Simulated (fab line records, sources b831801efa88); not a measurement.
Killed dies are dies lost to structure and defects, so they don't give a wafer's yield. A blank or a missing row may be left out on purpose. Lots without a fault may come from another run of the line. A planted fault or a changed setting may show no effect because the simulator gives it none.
One fault seen from 2 desks | flow sky130 | each desk has only its own numbers; what lay behind them comes last

THE TOOL OWNER'S DESK: implanter-04
The tool's own readings at SKY_GATE_OXIDE_IMPLANT_11: means of the sampled wafers that have a number, for each lot that ran on this tool. A lot is out of limits, marked OUT, if its mean lies more than 4 standard deviations from the usual mean; the brackets give that distance.
Columns: A = dose_ions_cm2 at SKY_GATE_OXIDE_IMPLANT_11, usual 2.6e+12
lot  | first seen here | A
L356 | day 16 10:01    | 2.6e+12
L367 | day 20 03:50    | 2.7e+12 (+19) OUT
L368 | day 20 15:03    | 2.7e+12 (+19) OUT
This desk's finding: out of limits on L367, L368; first on L367, day 20 03:50 (dose_ions_cm2 at SKY_GATE_OXIDE_IMPLANT_11). In limits: L356.

THE METROLOGY DESK
What the gauges read, lot by lot, whatever tool the lot ran on: means of the sampled wafers that have a number. A lot is out of limits, marked OUT, if its mean lies more than 4 standard deviations from the usual mean; the brackets give that distance.
Columns: A = GATE_OXIDE_OXIDATION_00_THK at SKY_GATE_OXIDE_THK_MEAS_02, usual 10.17 nm; B = GATE_OXIDE_OVL at SKY_GATE_OXIDE_OVL_MEAS_10, usual 0.1 nm
lot  | first seen here | A     | B
L349 | day 13 06:43    | 10.44 | -0.4
L356 | day 15 06:03    | 10.00 | 0.5
L367 | day 18 20:43    | 10.46 | -0.4
L368 | day 19 07:20    | 9.95  | -0.9
L371 | day 20 09:04    | 10.20 | 1.5
L372 | day 20 13:26    | 10.07 | 2.3
This desk's finding: nothing out of limits on any of the 6 lots.

PUT TOGETHER
The tool owner's desk could have raised an alarm at day 20 03:50, on L367, L368.
The metrology desk saw nothing out of limits.
The metrology desk has L367, L368 on record, within its limits.
Of the lots named, all ran SKY_GATE_OXIDE_IMPLANT_11 on implanter-04.

WHAT THE SIMULATOR HAD PUT IN
Process parameter drift: implanter-04, from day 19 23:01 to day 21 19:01, at SKY_GATE_OXIDE_IMPLANT_11. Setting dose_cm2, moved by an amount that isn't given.
Lots struck among those shown: L367, L368.
Hours from the fault's start to each desk's first reading out of limits: the tool owner's desk, 5.
